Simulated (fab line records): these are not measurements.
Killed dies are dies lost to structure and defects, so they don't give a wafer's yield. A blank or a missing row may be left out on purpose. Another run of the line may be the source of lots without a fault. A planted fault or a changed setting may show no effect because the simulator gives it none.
A struck lot beside a sound one | flow sky130 | 43 steps out of a route of 708
Sound: wafers L183.1, L183.4, L183.5. The struck wafers were L176.1, L176.3, L176.4. Last of all comes the cause.
Order at every step that has rows: each side's tool, ch and its chambers, its first start. Under that, the readings that differ: sound wafers | struck wafers | difference of the means | sigmas: that difference in standard deviations of wafers without a fault.
alike: readings whose means differ by less than 2 such deviations, and words and numbers that are the same on both sides. not compared: withheld readings, readings that some wafer has no value for, bounds like >300 that may hide the same value, and numbers for which the record gives no deviation and whose values overlap.
The two part at a step that has a row with sigmas, a row that says differs or no value, or rows on one side only. When numbers do not overlap yet have no deviation, they are printed without sigmas and do not part them. A reading that every wafer of one side lacks parts them only if that side has two wafers or more.

first, 8 steps without rows for these wafers: SKY_LDD_N_IMPLANT_08; SKY_LDD_N_IMPLANT_09; SKY_LDD_N_IMPLANT_10; SKY_LDD_N_IMPLANT_11; SKY_LDD_N_IMPLANT_12; SKY_LDD_N_IMPLANT_13; SKY_LDD_N_IMPLANT_14; SKY_LDD_N_IMPLANT_15.
SKY_LDD_N_STRIP_16: strips in O2/N2.
  sound on plasma_asher-01 ch 0,1, day 25 02:49; struck on plasma_asher-01 ch 0,1, day 23 05:38
  alike: drypump_motor_current_A, oes_product_au, strip_time_to_endpoint_s
  not compared: rf_hours_counter_h
SKY_LDD_N_TW_MEAS_17:
  struck on film_metro-03, day 23 05:44; sound on film_metro-01, day 25 02:55
  alike: LDD_N_TW
then, 2 steps without rows for these wafers: SKY_LDD_P_DEHYDRATE_00 (time 60 s); SKY_LDD_P_HMDS_01 (prime time 60 s).
SKY_LDD_P_COAT_02: resist thk 1140 nm.
  sound on litho_track-01 ch 0, day 25 16:47; struck on litho_track-02, day 23 20:52
  no value came back on the struck wafers for chill_plate_temp_C (C), dispense_pressure_kPa (kPa); on the sound wafers chill_plate_temp_C (C) reads 22.81 22.81 22.89
then, 4 steps without rows for these wafers: SKY_LDD_P_SOFTBAKE_03 (time 60 s); SKY_LDD_P_EXPOSE_04 (exposes mask PSDM, target cd 380 nm); SKY_LDD_P_PEB_05; SKY_LDD_P_DEVELOP_06 (develop time 60 s).
SKY_LDD_P_CD_MEAS_07 targets a cd of 380 nm.
  struck on cd_sem-02, day 24 10:47; sound on cd_sem-02, day 26 07:56
  reading    | sound             | struck | difference                    | sigmas
  cd_nm (nm) | 382.1 382.9 383.1 | - - -  | no value on the struck wafers |
SKY_LDD_P_OVL_MEAS_08:
  struck on overlay-01, day 24 10:55; sound on overlay-02, day 26 08:04
  reading        | sound         | struck | difference                    | sigmas
  LDD_P_OVL (nm) | 0.1 -0.8 -0.2 | - - -  | no value on the struck wafers |
then, 1 step without rows for these wafers: SKY_LDD_P_IMPLANT_09.
SKY_LDD_P_STRIP_10: strips in O2/N2.
  sound on plasma_asher-04 ch 0,1, day 26 08:15; struck on plasma_asher-02 ch 0,1, day 24 11:06
  no value came back on the struck wafers for oes_product_au (a.u.), strip_time_to_endpoint_s (s); on the sound wafers oes_product_au (a.u.) reads 0.714 0.715 0.718
  alike: drypump_motor_current_A
  not compared: rf_hours_counter_h
SKY_LDD_P_TW_MEAS_11:
  struck on film_metro-01, day 24 11:12; sound on film_metro-03, day 26 08:21
  alike: LDD_P_TW
then, 7 steps without rows for these wafers: SKY_LDD_HVN_DEHYDRATE_00 (time 60 s); SKY_LDD_HVN_HMDS_01 (prime time 60 s); SKY_LDD_HVN_COAT_02 (resist thk 300 nm); SKY_LDD_HVN_SOFTBAKE_03 (time 60 s); SKY_LDD_HVN_EXPOSE_04 (exposes mask HVNTM, target cd 700 nm); SKY_LDD_HVN_PEB_05; SKY_LDD_HVN_DEVELOP_06 (develop time 60 s).
SKY_LDD_HVN_OVL_MEAS_07:
  struck on overlay-01, day 25 16:53; sound on overlay-02, day 27 12:53
  alike: LDD_HVN_OVL
then, 1 step without rows for these wafers: SKY_LDD_HVN_IMPLANT_08.
SKY_LDD_HVN_STRIP_09: strips in O2/N2.
  sound on plasma_asher-03 ch 0,1, day 27 13:05; struck on plasma_asher-02 ch 0,1, day 25 17:04
  reading                     | sound          | struck         | difference | sigmas
  drypump_motor_current_A (A) | 5.25 5.32 5.33 | 5.93 5.94 5.71 | +0.56      | +2
  alike: oes_product_au, strip_time_to_endpoint_s
  not compared: rf_hours_counter_h
SKY_LDD_HVN_TW_MEAS_10:
  struck on film_metro-03, day 25 17:10; sound on film_metro-02, day 27 13:11
  reading    | sound          | struck         | difference | sigmas
  LDD_HVN_TW | 1413 1419 1425 | 1457 1451 1452 | +34        | +3
  not compared: hold
then, 7 steps without rows for these wafers: SKY_LDD_HVP_DEHYDRATE_00 (time 60 s); SKY_LDD_HVP_HMDS_01 (prime time 60 s); SKY_LDD_HVP_COAT_02 (resist thk 300 nm); SKY_LDD_HVP_SOFTBAKE_03 (time 60 s); SKY_LDD_HVP_EXPOSE_04 (exposes mask HVPTM, target cd 700 nm); SKY_LDD_HVP_PEB_05; SKY_LDD_HVP_DEVELOP_06 (develop time 60 s).
SKY_LDD_HVP_OVL_MEAS_07:
  struck on overlay-02, day 26 22:28; sound on overlay-02, day 28 17:31
  alike: LDD_HVP_OVL
then, 1 step without rows for these wafers: SKY_LDD_HVP_IMPLANT_08.
SKY_LDD_HVP_TW_MEAS_10:
  struck on film_metro-04, day 26 22:59; sound on film_metro-01, day 28 17:48
  reading    | sound       | struck      | difference | sigmas
  LDD_HVP_TW | 455 453 453 | 700 704 703 | +249       | +71
  not compared: hold

## WHERE THEY PART
At SKY_LDD_P_COAT_02 first; at SKY_LDD_HVP_TW_MEAS_10 last (within this record only).

WHY: whatever the simulator had introduced
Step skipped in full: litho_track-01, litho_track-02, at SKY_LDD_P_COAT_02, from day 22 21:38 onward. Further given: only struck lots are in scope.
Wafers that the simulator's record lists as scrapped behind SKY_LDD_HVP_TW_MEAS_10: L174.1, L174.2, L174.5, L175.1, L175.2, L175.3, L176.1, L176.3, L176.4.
